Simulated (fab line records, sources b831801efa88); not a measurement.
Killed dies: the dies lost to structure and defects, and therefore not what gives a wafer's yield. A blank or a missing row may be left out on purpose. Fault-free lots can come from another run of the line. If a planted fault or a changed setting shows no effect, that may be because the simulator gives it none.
Which tool is to blame? / flow sky130 / 12 lots with 36 wafers sampled at 2 steps, on a route of 708 steps

WHAT EACH GAUGE READ, for each wafer
SKY_VIA3_BOW_MEAS_03. Usual: VIA3_BOW 80 um, standard deviation 7.9.
lot=L186; measured=day 38 15:41; on=film-metro-02; VIA3_BOW (um)=76 79 70; flag=
lot=L188; measured=day 39 04:52; on=film-metro-02; VIA3_BOW (um)=99 83 85; flag=
lot=L190; measured=day 40 04:33; on=film-metro-03; VIA3_BOW (um)=78 69 80; flag=
lot=L191; measured=day 40 06:47; on=film-metro-02; VIA3_BOW (um)=89 81 85; flag=
lot=L193; measured=day 41 06:23; on=film-metro-02; VIA3_BOW (um)=68 79 77; flag=
lot=L194; measured=day 41 16:13; on=film-metro-03; VIA3_BOW (um)=77 80 81; flag=
lot=L195; measured=day 41 17:48; on=film-metro-01; VIA3_BOW (um)=80 78 86; flag=
lot=L197; measured=day 42 07:40; on=film-metro-02; VIA3_BOW (um)=77 68 83; flag=
lot=L203; measured=day 44 04:26; on=film-metro-02; VIA3_BOW (um)=73 86 80; flag=
lot=L205; measured=day 44 08:58; on=film-metro-02; VIA3_BOW (um)=92 78 92; flag=
lot=L207; measured=day 45 01:53; on=film-metro-02; VIA3_BOW (um)=79 75 76; flag=
lot=L209; measured=day 45 08:02; on=film-metro-03; VIA3_BOW (um)=81 95 75; flag=

WHAT TOOL EACH LOT RAN ON (gives the tool, then ch and the chambers of the sampled wafers, and finally the start)
lot=L186; SKY_METAL3_ETCH_17=rie-diel-03 ch 1,2,3, day 38 14:17
lot=L188; SKY_METAL3_ETCH_17=rie-diel-03 ch 0,1, day 39 03:31
lot=L190; SKY_METAL3_ETCH_17=rie-diel-01 ch 0,1,2, day 40 03:14
lot=L191; SKY_METAL3_ETCH_17=rie-diel-02 ch 0,3, day 40 05:27
lot=L193; SKY_METAL3_ETCH_17=rie-diel-01 ch 1,2,3, day 41 05:04
lot=L194; SKY_METAL3_ETCH_17=rie-diel-01 ch 0,2,3, day 41 14:38
lot=L195; SKY_METAL3_ETCH_17=rie-diel-03 ch 1,2,3, day 41 16:18
lot=L197; SKY_METAL3_ETCH_17=rie-diel-01 ch 0,2, day 42 06:20
lot=L203; SKY_METAL3_ETCH_17=rie-diel-01 ch 0,1,2, day 44 03:01
lot=L205; SKY_METAL3_ETCH_17=rie-diel-02 ch 0,1,3, day 44 07:26
lot=L207; SKY_METAL3_ETCH_17=rie-diel-03 ch 1,3, day 45 00:32
lot=L209; SKY_METAL3_ETCH_17=rie-diel-02 ch 0,2,3, day 45 06:32
- SKY_METAL3_ETCH_17: etches SiO2 in C4F8/O2/Ar, stops on TiN, time 3.9 s, target depth 15 nm.

AS READ BY THE TOOLS THEMSELVES (means over the sampled wafers that have a number; for cases with no such wafer, the mark the record gives instead)
SKY_METAL3_ETCH_17. Usual: oes-product-au at 0.755 a.u., with a standard deviation of 0.0072.
lot=L186; tool=rie-diel-03; oes-product-au (a.u.)=0.757; flag=
lot=L188; tool=rie-diel-03; oes-product-au (a.u.)=0.768; flag=
lot=L190; tool=rie-diel-01; oes-product-au (a.u.)=0.763; flag=
lot=L191; tool=rie-diel-02; oes-product-au (a.u.)=0.746; flag=
lot=L193; tool=rie-diel-01; oes-product-au (a.u.)=0.755; flag=
lot=L194; tool=rie-diel-01; oes-product-au (a.u.)=0.761; flag=
lot=L195; tool=rie-diel-03; oes-product-au (a.u.)=0.752; flag=
lot=L197; tool=rie-diel-01; oes-product-au (a.u.)=0.754; flag=
lot=L203; tool=rie-diel-01; oes-product-au (a.u.)=0.745; flag=
lot=L205; tool=rie-diel-02; oes-product-au (a.u.)=0.752; flag=
lot=L207; tool=rie-diel-03; oes-product-au (a.u.)=0.745; flag=
lot=L209; tool=rie-diel-02; oes-product-au (a.u.)=0.751; flag=

THE ANSWER, worked out from the rows above alone
Rule: lot off if the mean of its wafers having a number is beyond 3 standard deviations from the usual mean. A lot without any number at a reading at which 4 lots or more have one is off too. Any other lot the step has rows for is counted as sound. After the gauges, taken in route order, come the tools' own readings; for these a lot's mean is taken, as printed above. The first step at which some lot is off is used, and at that step the reading that is off furthest; a lot without a number counts as furthest.
Nothing can be told from this: no lot is off at any reading shown.

WHAT THE SIMULATOR HAD INSERTED
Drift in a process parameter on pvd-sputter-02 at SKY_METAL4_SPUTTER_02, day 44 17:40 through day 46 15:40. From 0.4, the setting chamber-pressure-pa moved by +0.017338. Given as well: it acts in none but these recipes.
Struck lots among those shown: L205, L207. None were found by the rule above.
